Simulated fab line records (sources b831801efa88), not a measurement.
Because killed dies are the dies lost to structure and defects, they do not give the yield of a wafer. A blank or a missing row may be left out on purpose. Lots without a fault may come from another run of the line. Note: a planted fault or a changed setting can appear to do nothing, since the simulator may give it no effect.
fab line records | flow gf180mcu
record lots=24 | wafers=72 | last_day=34
route steps=602 shown M4@470 V4@498 MIM@506 M5@536 PASSIVATION@590
lots that met no fault: taken from a fault-free run of the same line
start_h: the number of hours between the record's first day and the start of the first shown wafer of the lot | wait_h: time in hours since the lot's previous step | " same as the row above | L1.1+2: one row covering several wafers at once | - either no value or no given start | * or withheld: withheld | < > ~ a bound
route shown NAME@n: names a module that has steps shown in the file, with the first one's number in the route | usual: average and standard deviation across the fault-free wafers | same: alike in all rows | chamber/n: place in a boat | sites: readings site by site | _std_site: standard deviation of those values | _edge_site: inner sites' mean taken away from outer sites' mean | radius_mm: how far each site lies from the wafer's centre | mask NAME#n: copy n | behind: the most recent tool/chamber to have shaped the wafer | hold: the reason the lot was held/the length of the hold in hours/how it ended | device: which transistor (n, p or np) failed to switch | end of line: the same wafers' tests at the end of the route | for a step that has no rows: nothing shown but its recipe | killed: dies that structure and defects cost at the first sort, which is not the same as the wafer's yield | map: dies across one wafer; x = killed, . = not, _ = none there
set.NAME: the setting the step ran with; set.NAME@STEP: the setting that earlier step ran with | model.NAME: the simulator's own value behind a step, which no gauge read
one table for each step of the route and one row for each wafer, over a sample of lots
services: a tool's chamber out of use, with start hour (start_h, from the record's first day; less than 0 if before it), hours out, and reason
## steps
# step GF_M4_CD_MEAS_14
# recipe target_cd_nm=280
# usual cd_nm=279.9/1.4
lot.wafer | tool      | chamber | start_h | wait_h | cd_nm
L074.2    | cd_sem-02 | -       | 542.60  | 0.1    | 280.1
L074.3    | "         | -       | "       | "      | 280.0
L074.6    | "         | -       | "       | "      | 279.3
L075.2    | cd_sem-01 | -       | 544.64  | 0.1    | 280.5
L075.3    | "         | -       | "       | "      | 281.6
L075.4    | "         | -       | "       | "      | 281.7
L076.1    | cd_sem-02 | -       | 553.76  | 0.1    | 278.3
L076.5    | "         | -       | "       | "      | 279.0
L076.6    | "         | -       | "       | "      | 279.5
L077.3    | cd_sem-02 | -       | 561.25  | 0.1    | 279.6
L077.4    | "         | -       | "       | "      | 279.3
L077.6    | "         | -       | "       | "      | 279.7
L078.2    | cd_sem-02 | -       | 570.94  | 0.1    | 279.1
L078.4    | "         | -       | "       | "      | 280.1
L078.6    | "         | -       | "       | "      | 280.0
L080.3    | cd_sem-01 | -       | 591.81  | 0.1    | 280.3
L080.4    | "         | -       | "       | "      | 280.0
L080.5    | "         | -       | "       | "      | 280.6
L079.2    | cd_sem-01 | -       | 593.58  | 0.1    | 281.8
L079.5    | "         | -       | "       | "      | 281.9
L079.6    | "         | -       | "       | "      | 282.7
L081.3    | cd_sem-01 | -       | 600.98  | 0.2    | 280.3
L081.5    | "         | -       | "       | "      | 280.6
L081.6    | "         | -       | "       | "      | 280.3
L082.2    | cd_sem-01 | -       | 604.73  | 0.1    | 280.6
L082.3    | "         | -       | "       | "      | 280.2
L082.5    | "         | -       | "       | "      | 280.9
L083.2    | cd_sem-02 | -       | 620.65  | 0.1    | 280.2
L083.3    | "         | -       | "       | "      | 279.5
L083.6    | "         | -       | "       | "      | 279.2
L084.3    | cd_sem-01 | -       | 627.80  | 0.1    | 282.3
L084.5    | "         | -       | "       | "      | 280.8
L084.6    | "         | -       | "       | "      | 281.2
L085.1    | cd_sem-01 | -       | 634.58  | 0.1    | 278.6
L085.3    | "         | -       | "       | "      | 278.5
L085.6    | "         | -       | "       | "      | 278.3
L086.1    | cd_sem-01 | -       | 640.03  | 0.1    | 280.8
L086.5    | "         | -       | "       | "      | 280.4
L086.6    | "         | -       | "       | "      | 280.9
L087.1    | cd_sem-02 | -       | 650.71  | 0.1    | 279.3
L087.5    | "         | -       | "       | "      | 279.5
L087.6    | "         | -       | "       | "      | 279.6
L088.3    | cd_sem-02 | -       | 652.31  | 0.1    | 280.6
L088.4    | "         | -       | "       | "      | 280.1
L088.6    | "         | -       | "       | "      | 280.9
L089.1    | cd_sem-02 | -       | 664.21  | 0.1    | 281.7
L089.5    | "         | -       | "       | "      | 281.4
L089.6    | "         | -       | "       | "      | 279.9
L090.3    | cd_sem-01 | -       | 674.50  | 0.1    | 281.9
L090.5    | "         | -       | "       | "      | 283.4
L090.6    | "         | -       | "       | "      | 282.1
L091.4    | cd_sem-01 | -       | 680.24  | 0.1    | 278.1
L091.5    | "         | -       | "       | "      | 278.4
L091.6    | "         | -       | "       | "      | 279.0
L092.3    | cd_sem-02 | -       | 685.60  | 0.1    | 278.8
L092.4    | "         | -       | "       | "      | 279.1
L092.6    | "         | -       | "       | "      | 280.8
L094.2    | cd_sem-01 | -       | 690.08  | 0.1    | 277.5
L094.5    | "         | -       | "       | "      | 277.6
L094.6    | "         | -       | "       | "      | 277.8
L093.1    | cd_sem-01 | -       | 695.01  | 0.2    | 279.3
L093.3    | "         | -       | "       | "      | 279.4
L093.5    | "         | -       | "       | "      | 278.8
L095.2    | cd_sem-01 | -       | 700.53  | 0.1    | 277.3
L095.5    | "         | -       | "       | "      | 277.8
L095.6    | "         | -       | "       | "      | 277.4
L096.1    | cd_sem-02 | -       | 708.54  | 0.2    | 279.5
L096.4    | "         | -       | "       | "      | 280.9
L096.5    | "         | -       | "       | "      | 280.3
L097.1    | cd_sem-02 | -       | 711.11  | 0.1    | 278.1
L097.4    | "         | -       | "       | "      | 279.2
L097.5    | "         | -       | "       | "      | 279.0
# step GF_V4_SPUTTER_22
# recipe material=TiN | target_thk_nm=10 | chamber_pressure_pa=5 | power_w=4000 | time_s=40
# usual throttle_valve_pct=30.5/0.89
lot.wafer | tool           | chamber | start_h | wait_h | throttle_valve_pct
L074.2    | pvd_sputter-04 | -       | 569.07  | 0.0    | 30.6
L074.3    | "              | -       | "       | "      | 31.2
L074.6    | "              | -       | "       | "      | 30.9
L075.2    | pvd_sputter-02 | -       | 569.07  | 0.0    | 29.0
L075.3    | "              | -       | "       | "      | 30.6
L075.4    | "              | -       | "       | "      | 30.7
L076.1    | pvd_sputter-02 | -       | 578.25  | 0.0    | 30.2
L076.5    | "              | -       | "       | "      | 30.4
L076.6    | "              | -       | "       | "      | 29.9
L077.3    | pvd_sputter-01 | -       | 586.90  | 0.0    | 32.4
L077.4    | "              | -       | "       | "      | 30.1
L077.6    | "              | -       | "       | "      | 30.7
L078.2    | pvd_sputter-02 | -       | 595.19  | 0.0    | 30.9
L078.4    | "              | -       | "       | "      | 30.4
L078.6    | "              | -       | "       | "      | 28.9
L080.3    | pvd_sputter-04 | -       | 615.11  | 0.0    | 31.0
L080.4    | "              | -       | "       | "      | 30.5
L080.5    | "              | -       | "       | "      | 30.6
L079.2    | pvd_sputter-04 | -       | 617.01  | 0.0    | 30.8
L079.5    | "              | -       | "       | "      | 30.5
L079.6    | "              | -       | "       | "      | 30.8
L081.3    | pvd_sputter-04 | -       | 623.77  | 0.0    | 31.0
L081.5    | "              | -       | "       | "      | 30.4
L081.6    | "              | -       | "       | "      | 30.8
L082.2    | pvd_sputter-01 | -       | 627.96  | 0.0    | 32.4
L082.3    | "              | -       | "       | "      | 30.5
L082.5    | "              | -       | "       | "      | 30.5
L083.2    | pvd_sputter-02 | -       | 643.13  | 0.0    | 31.1
L083.3    | "              | -       | "       | "      | 30.0
L083.6    | "              | -       | "       | "      | 30.0
L084.3    | pvd_sputter-04 | -       | 649.82  | 0.0    | 31.3
L084.5    | "              | -       | "       | "      | 31.5
L084.6    | "              | -       | "       | "      | 30.8
L085.1    | pvd_sputter-01 | -       | 656.92  | 0.0    | 30.4
L085.3    | "              | -       | "       | "      | 30.5
L085.6    | "              | -       | "       | "      | 30.5
L086.1    | pvd_sputter-02 | -       | 662.86  | 0.0    | 28.8
L086.5    | "              | -       | "       | "      | 31.0
L086.6    | "              | -       | "       | "      | 30.3
L087.1    | pvd_sputter-02 | -       | 672.28  | 0.0    | 29.6
L087.5    | "              | -       | "       | "      | 28.9
L087.6    | "              | -       | "       | "      | 29.8
L088.3    | pvd_sputter-04 | -       | 673.85  | 0.0    | 30.6
L088.4    | "              | -       | "       | "      | 31.2
L088.6    | "              | -       | "       | "      | 30.6
L089.1    | pvd_sputter-04 | -       | 685.79  | 0.0    | 31.2
L089.5    | "              | -       | "       | "      | 30.9
L089.6    | "              | -       | "       | "      | 30.8
L090.3    | pvd_sputter-02 | -       | 695.78  | 0.0    | 29.5
L090.5    | "              | -       | "       | "      | 30.0
L090.6    | "              | -       | "       | "      | 30.5
L091.4    | pvd_sputter-04 | -       | 701.55  | 0.0    | 30.8
L091.5    | "              | -       | "       | "      | 30.9
L091.6    | "              | -       | "       | "      | 30.8
L092.3    | pvd_sputter-01 | -       | 706.29  | 0.0    | 30.6
L092.4    | "              | -       | "       | "      | 33.0
L092.6    | "              | -       | "       | "      | 32.7
L094.2    | pvd_sputter-02 | -       | 710.82  | 0.0    | 29.9
L094.5    | "              | -       | "       | "      | 28.7
L094.6    | "              | -       | "       | "      | 29.9
L093.1    | pvd_sputter-02 | -       | 716.11  | 0.0    | 30.8
L093.3    | "              | -       | "       | "      | 30.0
L093.5    | "              | -       | "       | "      | 28.8
L095.2    | pvd_sputter-02 | -       | 721.03  | 0.0    | 28.5
L095.5    | "              | -       | "       | "      | 29.9
L095.6    | "              | -       | "       | "      | 28.9
L096.1    | pvd_sputter-02 | -       | 729.34  | 0.0    | 28.6
L096.4    | "              | -       | "       | "      | 31.1
L096.5    | "              | -       | "       | "      | 29.7
L097.1    | pvd_sputter-01 | -       | 731.56  | 0.0    | 32.6
L097.4    | "              | -       | "       | "      | 30.8
L097.5    | "              | -       | "       | "      | 33.0
# step GF_MIM_SPUTTER_03
# recipe material=Ti | target_thk_nm=10 | substrate_temp_c=300 | chamber_pressure_pa=0.3 | power_w=3000 | time_s=6.7
# usual throttle_valve_pct=30.6/1
lot.wafer | tool           | chamber | start_h | wait_h | throttle_valve_pct
L074.2    | pvd_sputter-02 | -       | 569.86  | 0.0    | 29.6
L074.3    | "              | -       | "       | "      | 29.0
L074.6    | "              | -       | "       | "      | 31.0
L075.2    | pvd_sputter-03 | -       | 569.87  | 0.0    | 29.2
L075.3    | "              | -       | "       | "      | 29.0
L075.4    | "              | -       | "       | "      | 30.8
L076.1    | pvd_sputter-01 | -       | 579.05  | 0.0    | 30.3
L076.5    | "              | -       | "       | "      | 30.4
L076.6    | "              | -       | "       | "      | 30.5
L077.3    | pvd_sputter-03 | -       | 587.69  | 0.0    | 29.0
L077.4    | "              | -       | "       | "      | 30.8
L077.6    | "              | -       | "       | "      | 29.0
L078.2    | pvd_sputter-01 | -       | 595.98  | 0.0    | 32.6
L078.4    | "              | -       | "       | "      | 30.3
L078.6    | "              | -       | "       | "      | 32.9
L080.3    | pvd_sputter-01 | -       | 615.90  | 0.0    | 30.5
L080.4    | "              | -       | "       | "      | 30.5
L080.5    | "              | -       | "       | "      | 30.6
L079.2    | pvd_sputter-01 | -       | 617.80  | 0.0    | 30.9
L079.5    | "              | -       | "       | "      | 30.7
L079.6    | "              | -       | "       | "      | 32.4
L081.3    | pvd_sputter-01 | -       | 624.57  | 0.0    | 30.8
L081.5    | "              | -       | "       | "      | 30.3
L081.6    | "              | -       | "       | "      | 30.8
L082.2    | pvd_sputter-03 | -       | 628.75  | 0.0    | 29.2
L082.3    | "              | -       | "       | "      | 29.3
L082.5    | "              | -       | "       | "      | 29.2
L083.2    | pvd_sputter-01 | -       | 643.92  | 0.0    | 30.8
L083.3    | "              | -       | "       | "      | 30.5
L083.6    | "              | -       | "       | "      | 30.5
L084.3    | pvd_sputter-02 | -       | 650.61  | 0.0    | 28.6
L084.5    | "              | -       | "       | "      | 29.9
L084.6    | "              | -       | "       | "      | 30.3
L085.1    | pvd_sputter-02 | -       | 657.72  | 0.0    | 31.0
L085.3    | "              | -       | "       | "      | 29.9
L085.6    | "              | -       | "       | "      | 30.3
L086.1    | pvd_sputter-01 | -       | 663.65  | 0.0    | 30.8
L086.5    | "              | -       | "       | "      | 30.2
L086.6    | "              | -       | "       | "      | 30.8
L087.1    | pvd_sputter-01 | -       | 673.07  | 0.0    | 30.6
L087.5    | "              | -       | "       | "      | 30.9
L087.6    | "              | -       | "       | "      | 30.3
L088.3    | pvd_sputter-03 | -       | 674.64  | 0.0    | 31.3
L088.4    | "              | -       | "       | "      | 30.7
L088.6    | "              | -       | "       | "      | 29.2
L089.1    | pvd_sputter-02 | -       | 686.58  | 0.0    | 29.7
L089.5    | "              | -       | "       | "      | 30.2
L089.6    | "              | -       | "       | "      | 31.1
L090.3    | pvd_sputter-01 | -       | 696.57  | 0.0    | 30.2
L090.5    | "              | -       | "       | "      | 31.1
L090.6    | "              | -       | "       | "      | 30.6
L091.4    | pvd_sputter-03 | -       | 702.35  | 0.0    | 29.1
L091.5    | "              | -       | "       | "      | 30.8
L091.6    | "              | -       | "       | "      | 31.5
L092.3    | pvd_sputter-02 | -       | 707.09  | 0.0    | 30.2
L092.4    | "              | -       | "       | "      | 28.8
L092.6    | "              | -       | "       | "      | 29.8
L094.2    | pvd_sputter-01 | -       | 711.61  | 0.0    | 32.6
L094.5    | "              | -       | "       | "      | 32.6
L094.6    | "              | -       | "       | "      | 30.7
L093.1    | pvd_sputter-01 | -       | 716.90  | 0.0    | 30.5
L093.3    | "              | -       | "       | "      | 30.5
L093.5    | "              | -       | "       | "      | 30.8
L095.2    | pvd_sputter-01 | -       | 721.82  | 0.0    | 30.7
L095.5    | "              | -       | "       | "      | 30.7
L095.6    | "              | -       | "       | "      | 30.7
L096.1    | pvd_sputter-03 | -       | 730.14  | 0.0    | 29.3
L096.4    | "              | -       | "       | "      | 31.7
L096.5    | "              | -       | "       | "      | 31.2
L097.1    | pvd_sputter-03 | -       | 732.46  | 0.0    | 31.0
L097.4    | "              | -       | "       | "      | 29.6
L097.5    | "              | -       | "       | "      | 31.2
# step GF_MIM_SPUTTER_08
# recipe material=AlCu | target_thk_nm=200 | power_w=10600 | time_s=10.6 | chamber_pressure_pa=0.4
# usual throttle_valve_pct=30.4/0.99
lot.wafer | tool           | chamber | start_h | wait_h | throttle_valve_pct
L074.2    | pvd_sputter-01 | -       | 570.06  | 0.0    | 30.5
L074.3    | "              | -       | "       | "      | 30.9
L074.6    | "              | -       | "       | "      | 30.6
L075.2    | pvd_sputter-02 | -       | 570.07  | 0.0    | 30.1
L075.3    | "              | -       | "       | "      | 30.1
L075.4    | "              | -       | "       | "      | 30.8
L076.1    | pvd_sputter-02 | -       | 579.24  | 0.0    | 29.8
L076.5    | "              | -       | "       | "      | 29.0
L076.6    | "              | -       | "       | "      | 31.1
L077.3    | pvd_sputter-01 | -       | 587.89  | 0.0    | 32.6
L077.4    | "              | -       | "       | "      | 30.7
L077.6    | "              | -       | "       | "      | 32.9
L078.2    | pvd_sputter-02 | -       | 596.18  | 0.0    | 30.3
L078.4    | "              | -       | "       | "      | 28.5
L078.6    | "              | -       | "       | "      | 29.8
L080.3    | pvd_sputter-02 | -       | 616.10  | 0.0    | 29.1
L080.4    | "              | -       | "       | "      | 30.6
L080.5    | "              | -       | "       | "      | 30.5
L079.2    | pvd_sputter-02 | -       | 618.00  | 0.0    | 30.1
L079.5    | "              | -       | "       | "      | 28.8
L079.6    | "              | -       | "       | "      | 30.8
L081.3    | pvd_sputter-03 | -       | 624.76  | 0.0    | 29.3
L081.5    | "              | -       | "       | "      | 30.8
L081.6    | "              | -       | "       | "      | 29.2
L082.2    | pvd_sputter-02 | -       | 628.96  | 0.0    | 29.8
L082.3    | "              | -       | "       | "      | 30.8
L082.5    | "              | -       | "       | "      | 30.6
L083.2    | pvd_sputter-02 | -       | 644.12  | 0.0    | 30.9
L083.3    | "              | -       | "       | "      | 30.8
L083.6    | "              | -       | "       | "      | 31.1
L084.3    | pvd_sputter-03 | -       | 650.81  | 0.0    | 29.4
L084.5    | "              | -       | "       | "      | 30.8
L084.6    | "              | -       | "       | "      | 29.2
L085.1    | pvd_sputter-01 | -       | 657.91  | 0.0    | 30.5
L085.3    | "              | -       | "       | "      | 30.6
L085.6    | "              | -       | "       | "      | 32.7
L086.1    | pvd_sputter-02 | -       | 663.85  | 0.0    | 28.9
L086.5    | "              | -       | "       | "      | 28.8
L086.6    | "              | -       | "       | "      | 29.7
L087.1    | pvd_sputter-03 | -       | 673.27  | 0.0    | 29.3
L087.5    | "              | -       | "       | "      | 31.3
L087.6    | "              | -       | "       | "      | 29.2
L088.3    | pvd_sputter-01 | -       | 674.83  | 0.0    | 32.9
L088.4    | "              | -       | "       | "      | 30.4
L088.6    | "              | -       | "       | "      | 30.7
L089.1    | pvd_sputter-01 | -       | 686.78  | 0.0    | 30.8
L089.5    | "              | -       | "       | "      | 30.8
L089.6    | "              | -       | "       | "      | 30.5
L090.3    | pvd_sputter-02 | -       | 696.77  | 0.0    | 28.9
L090.5    | "              | -       | "       | "      | 28.9
L090.6    | "              | -       | "       | "      | 30.9
L091.4    | pvd_sputter-02 | -       | 702.54  | 0.0    | 30.0
L091.5    | "              | -       | "       | "      | 30.4
L091.6    | "              | -       | "       | "      | 30.8
L092.3    | pvd_sputter-01 | -       | 707.28  | 0.0    | 30.8
L092.4    | "              | -       | "       | "      | 32.4
L092.6    | "              | -       | "       | "      | 31.0
L094.2    | pvd_sputter-02 | -       | 711.81  | 0.0    | 30.3
L094.5    | "              | -       | "       | "      | 28.9
L094.6    | "              | -       | "       | "      | 30.9
L093.1    | pvd_sputter-03 | -       | 717.10  | 0.0    | 31.2
L093.3    | "              | -       | "       | "      | 30.8
L093.5    | "              | -       | "       | "      | 29.4
L095.2    | pvd_sputter-02 | -       | 722.02  | 0.0    | 28.9
L095.5    | "              | -       | "       | "      | 31.1
L095.6    | "              | -       | "       | "      | 30.4
L096.1    | pvd_sputter-02 | -       | 730.33  | 0.0    | 29.7
L096.4    | "              | -       | "       | "      | 30.9
L096.5    | "              | -       | "       | "      | 30.4
L097.1    | pvd_sputter-01 | -       | 732.66  | 0.0    | 30.6
L097.4    | "              | -       | "       | "      | 30.6
L097.5    | "              | -       | "       | "      | 30.9
# step GF_M5_METAL_ETCH_10
# recipe chemistry=Cl2/BCl3 | mask_material=KrF | target_depth_nm=750.8 | stop_on=SiO2 | pressure_mtorr=8 | icp_w=800 | bias_w=140 | Cl2_flow_sccm=80 | bcl3_flow_sccm=40 | time_s=125.1
# usual drypump_motor_current_A=5.9/0.39 | oes_product_au=0.990/0.0054 | throttle_valve_pct=28.230/0.0088
lot.wafer | tool         | chamber | start_h | wait_h | drypump_motor_current_A | oes_product_au | rf_hours_counter_h | throttle_valve_pct
L074.2    | rie_metal-04 | 0       | 612.94  | 0.0    | 5.1                     | 0.987          | 9                  | 28.227
L074.3    | "            | 0       | "       | "      | 5.1                     | 0.986          | -                  | 28.221
L074.6    | "            | 0       | "       | "      | 5.1                     | 0.991          | -                  | 28.225
L075.2    | rie_metal-01 | 1       | 613.64  | 0.0    | 6.0                     | 1.004          | 4                  | 28.236
L075.3    | "            | 0       | "       | "      | 6.1                     | 0.990          | -                  | 28.235
L075.4    | "            | 1       | "       | "      | 6.0                     | 0.997          | -                  | 28.234
L076.1    | rie_metal-04 | 1       | 621.67  | 0.0    | 6.0                     | 0.995          | 8                  | 28.227
L076.5    | "            | 0       | "       | "      | 5.1                     | 0.990          | -                  | 28.228
L076.6    | "            | 1       | "       | "      | 5.9                     | 0.986          | -                  | 28.218
L077.3    | rie_metal-03 | 0       | 630.01  | 0.1    | 6.3                     | 0.996          | -                  | 28.225
L077.4    | "            | 0       | "       | "      | 6.3                     | 0.986          | -                  | 28.227
L077.6    | "            | 0       | "       | "      | 6.3                     | 0.990          | -                  | 28.234
L078.2    | rie_metal-04 | 0       | 638.09  | 0.0    | 5.1                     | 0.986          | 10                 | 28.213
L078.4    | "            | 0       | "       | "      | 5.2                     | 0.994          | -                  | 28.229
L078.6    | "            | 0       | "       | "      | 5.1                     | 0.994          | -                  | 28.223
L080.3    | rie_metal-04 | 1       | 657.34  | 0.1    | 5.9                     | 0.990          | -                  | 28.233
L080.4    | "            | 0       | "       | "      | 5.1                     | 0.990          | -                  | 28.222
L080.5    | "            | 1       | "       | "      | 6.0                     | 0.988          | -                  | 28.230
L079.2    | rie_metal-01 | 0       | 658.84  | 0.0    | 6.1                     | 0.991          | 13                 | 28.219
L079.5    | "            | 1       | "       | "      | 6.0                     | 0.989          | -                  | 28.208
L079.6    | "            | 0       | "       | "      | 6.1                     | 0.991          | -                  | 28.231
L081.3    | rie_metal-04 | 1       | 665.12  | 0.1    | 5.9                     | 0.984          | -                  | 28.242
L081.5    | "            | 1       | "       | "      | 6.0                     | 0.995          | -                  | 28.227
L081.6    | "            | 0       | "       | "      | 5.2                     | 0.986          | -                  | 28.215
L082.2    | rie_metal-04 | 0       | 668.59  | 0.0    | 5.1                     | 1.004          | 11                 | 28.235
L082.3    | "            | 0       | "       | "      | 5.1                     | 0.992          | -                  | 28.213
L082.5    | "            | 1       | "       | "      | 6.0                     | 0.991          | -                  | 28.231
L083.2    | rie_metal-03 | 0       | 683.64  | 0.0    | 6.3                     | 0.993          | 15                 | 28.250
L083.3    | "            | 0       | "       | "      | 6.3                     | 0.989          | -                  | 28.243
L083.6    | "            | 0       | "       | "      | 6.3                     | 0.984          | -                  | 28.234
L084.3    | rie_metal-04 | 1       | 688.88  | 0.1    | 6.0                     | 0.995          | -                  | 28.226
L084.5    | "            | 1       | "       | "      | 6.0                     | 0.995          | -                  | 28.228
L084.6    | "            | 0       | "       | "      | 5.1                     | 0.996          | -                  | 28.226
L085.1    | rie_metal-03 | 1       | 695.74  | 0.0    | 6.1                     | 0.999          | 2                  | 28.242
L085.3    | "            | 0       | "       | "      | 6.3                     | 0.990          | -                  | 28.224
L085.6    | "            | 1       | "       | "      | 6.1                     | 0.990          | -                  | 28.225
L086.1    | rie_metal-04 | 0       | 702.54  | 0.0    | 5.1                     | 0.992          | 12                 | 28.247
L086.5    | "            | 0       | "       | "      | 5.1                     | 0.991          | -                  | 28.225
L086.6    | "            | 1       | "       | "      | 5.9                     | 0.981          | -                  | 28.238
L087.1    | rie_metal-04 | 1       | 710.94  | 0.0    | 6.0                     | 0.991          | 11                 | 28.218
L087.5    | "            | 0       | "       | "      | 5.1                     | 0.990          | -                  | 28.214
L087.6    | "            | 1       | "       | "      | 6.0                     | 0.993          | -                  | 28.222
L088.3    | rie_metal-03 | 1       | 712.66  | 0.1    | 6.1                     | 0.988          | -                  | 28.230
L088.4    | "            | 1       | "       | "      | 6.1                     | 0.988          | -                  | 28.246
L088.6    | "            | 1       | "       | "      | 6.1                     | 0.975          | -                  | 28.237
L089.1    | rie_metal-01 | 0       | 724.04  | 0.0    | 6.1                     | 0.994          | 15                 | 28.222
L089.5    | "            | 0       | "       | "      | 6.1                     | 0.988          | -                  | 28.236
L089.6    | "            | 1       | "       | "      | 6.0                     | 0.990          | -                  | 28.221
L090.3    | rie_metal-01 | 0       | 733.92  | 0.1    | 6.1                     | 0.988          | -                  | 28.220
L090.5    | "            | 0       | "       | "      | 6.1                     | 1.002          | -                  | 28.235
L090.6    | "            | 0       | "       | "      | 6.1                     | 0.987          | -                  | 28.232
L091.4    | rie_metal-03 | 1       | 738.72  | 0.0    | 6.1                     | 0.985          | -                  | 28.245
L091.5    | "            | 1       | "       | "      | 6.1                     | 0.983          | -                  | 28.247
L091.6    | "            | 0       | "       | "      | 6.3                     | 0.988          | -                  | 28.221
L092.3    | rie_metal-03 | 1       | 743.39  | 0.1    | 6.1                     | 0.985          | -                  | 28.248
L092.4    | "            | 0       | "       | "      | 6.3                     | 0.989          | -                  | 28.243
L092.6    | "            | 0       | "       | "      | 6.3                     | 0.983          | -                  | 28.231
L094.2    | rie_metal-01 | 0       | 747.13  | 0.1    | 6.1                     | 0.990          | -                  | 28.226
L094.5    | "            | 0       | "       | "      | 6.1                     | 0.998          | -                  | 28.232
L094.6    | "            | 0       | "       | "      | 6.1                     | 0.994          | -                  | 28.220
L093.1    | rie_metal-03 | 0       | 751.89  | 0.0    | 6.3                     | 0.989          | 1                  | 28.245
L093.3    | "            | 0       | "       | "      | 6.3                     | 0.987          | -                  | 28.235
L093.5    | "            | 0       | "       | "      | 6.3                     | 0.977          | -                  | 28.248
L095.2    | rie_metal-03 | 1       | 755.69  | 0.0    | 6.1                     | 0.984          | 5                  | 28.239
L095.5    | "            | 0       | "       | "      | 6.3                     | 0.991          | -                  | 28.228
L095.6    | "            | 1       | "       | "      | 6.1                     | 0.985          | -                  | 28.243
L096.1    | rie_metal-04 | 1       | 764.34  | 0.0    | 5.9                     | 0.991          | 14                 | 28.240
L096.4    | "            | 1       | "       | "      | 6.0                     | 0.984          | -                  | 28.228
L096.5    | "            | 1       | "       | "      | 6.0                     | 0.986          | -                  | 28.224
L097.1    | rie_metal-03 | 0       | 766.79  | 0.0    | 6.3                     | 0.981          | 2                  | 28.232
L097.4    | "            | 0       | "       | "      | 6.3                     | 0.980          | -                  | 28.227
L097.5    | "            | 0       | "       | "      | 6.3                     | 0.986          | -                  | 28.236
# step GF_PASSIVATION_THK_MEAS_03
# recipe reads=Si3N4_of_PASSIVATION_CVD_02
# usual PASSIVATION_CVD_02_THK=702/9.7
lot.wafer | tool          | chamber | start_h | wait_h | PASSIVATION_CVD_02_THK[nm]
L074.2    | film_metro-02 | -       | 657.66  | 0.2    | 697
L074.3    | "             | -       | "       | "      | 686
L074.6    | "             | -       | "       | "      | 697
L075.2    | film_metro-02 | -       | 658.08  | 0.2    | 701
L075.3    | "             | -       | "       | "      | 702
L075.4    | "             | -       | "       | "      | 704
L076.1    | film_metro-01 | -       | 666.38  | 0.1    | 692
L076.5    | "             | -       | "       | "      | 701
L076.6    | "             | -       | "       | "      | 698
L077.3    | film_metro-01 | -       | 673.63  | 0.2    | 693
L077.4    | "             | -       | "       | "      | 705
L077.6    | "             | -       | "       | "      | 716
L078.2    | film_metro-04 | -       | 681.16  | 0.2    | 703
L078.4    | "             | -       | "       | "      | 693
L078.6    | "             | -       | "       | "      | 708
L080.3    | film_metro-01 | -       | 700.29  | 0.2    | 697
L080.4    | "             | -       | "       | "      | 706
L080.5    | "             | -       | "       | "      | 709
L079.2    | film_metro-04 | -       | 700.55  | 0.2    | 685
L079.5    | "             | -       | "       | "      | 700
L079.6    | "             | -       | "       | "      | 690
L081.3    | film_metro-01 | -       | 707.72  | 0.2    | 701
L081.5    | "             | -       | "       | "      | 714
L081.6    | "             | -       | "       | "      | 712
L082.2    | film_metro-04 | -       | 710.10  | 0.2    | 697
L082.3    | "             | -       | "       | "      | 695
L082.5    | "             | -       | "       | "      | 708
L083.2    | film_metro-01 | -       | 724.52  | 0.2    | 702
L083.3    | "             | -       | "       | "      | 689
L083.6    | "             | -       | "       | "      | 702
L084.3    | film_metro-04 | -       | 728.80  | 0.2    | 695
L084.5    | "             | -       | "       | "      | 708
L084.6    | "             | -       | "       | "      | 699
L085.1    | film_metro-01 | -       | 737.02  | 0.1    | 692
L085.3    | "             | -       | "       | "      | 675
L085.6    | "             | -       | "       | "      | 707
L086.1    | film_metro-01 | -       | 742.56  | 0.1    | 690
L086.5    | "             | -       | "       | "      | 711
L086.6    | "             | -       | "       | "      | 698
L087.1    | film_metro-04 | -       | 750.51  | 0.1    | 704
L087.5    | "             | -       | "       | "      | 708
L087.6    | "             | -       | "       | "      | 715
L088.3    | film_metro-01 | -       | 752.12  | 0.2    | 703
L088.4    | "             | -       | "       | "      | 718
L088.6    | "             | -       | "       | "      | 711
L089.1    | film_metro-04 | -       | 763.01  | 0.1    | 708
L089.5    | "             | -       | "       | "      | 711
L089.6    | "             | -       | "       | "      | 707
L090.3    | film_metro-01 | -       | 772.13  | 0.2    | 701
L090.5    | "             | -       | "       | "      | 728
L090.6    | "             | -       | "       | "      | 721
L091.4    | film_metro-04 | -       | 776.59  | 0.0    | 710
L091.5    | "             | -       | "       | "      | 708
L091.6    | "             | -       | "       | "      | 710
L092.3    | film_metro-01 | -       | 780.79  | 0.2    | 700
L092.4    | "             | -       | "       | "      | 713
L092.6    | "             | -       | "       | "      | 713
L094.2    | film_metro-02 | -       | 784.39  | 0.2    | 698
L094.5    | "             | -       | "       | "      | 702
L094.6    | "             | -       | "       | "      | 689
L093.1    | film_metro-04 | -       | 788.43  | 0.1    | 704
L093.3    | "             | -       | "       | "      | 706
L093.5    | "             | -       | "       | "      | 717
L095.2    | film_metro-01 | -       | 791.94  | 0.2    | 687
L095.5    | "             | -       | "       | "      | 713
L095.6    | "             | -       | "       | "      | 704
L096.1    | film_metro-01 | -       | 800.98  | 0.1    | 705
L096.4    | "             | -       | "       | "      | 710
L096.5    | "             | -       | "       | "      | 717
L097.1    | film_metro-02 | -       | 802.53  | 0.1    | 714
L097.4    | "             | -       | "       | "      | 706
L097.5    | "             | -       | "       | "      | 718
## services
tool           | chamber | start_h | hours | kind
pvd_sputter-03 | -       | 546.01  | 3.2   | repair
pvd_sputter-02 | 2       | 551.69  | -     | consumable_replace:kit
pvd_sputter-02 | 2       | 551.69  | 18.0  | scheduled_down
pvd_sputter-02 | 2       | 551.69  | 18.0  | vent_cycle
pvd_sputter-03 | -       | 574.42  | 1.6   | repair
rie_metal-01   | -       | 577.00  | 1.4   | pm
rie_metal-04   | 0       | 581.07  | 6.5   | repair
pvd_sputter-01 | 3       | 589.88  | -     | consumable_replace:kit
pvd_sputter-01 | 3       | 589.88  | 18.0  | scheduled_down
pvd_sputter-03 | -       | 594.66  | 24.6  | repair
rie_metal-01   | -       | 636.08  | 0.4   | repair
pvd_sputter-02 | -       | 647.36  | 2.6   | repair
rie_metal-04   | -       | 671.95  | 2.8   | pm
rie_metal-01   | 0       | 699.96  | 5.0   | repair
pvd_sputter-04 | -       | 719.15  | 1.1   | repair
rie_metal-01   | 1       | 730.94  | 27.5  | repair
rie_metal-04   | 1       | 731.34  | 16.0  | repair
rie_metal-01   | -       | 740.69  | 0.3   | repair
rie_metal-03   | 1       | 749.51  | 4.7   | repair
rie_metal-03   | -       | 752.61  | 2.8   | pm
pvd_sputter-03 | -       | 754.93  | 12.0  | repair
pvd_sputter-02 | 1       | 760.35  | -     | consumable_replace:kit
pvd_sputter-02 | 1       | 760.35  | 18.0  | scheduled_down
pvd_sputter-02 | 1       | 760.35  | 18.0  | vent_cycle
## key
fault none
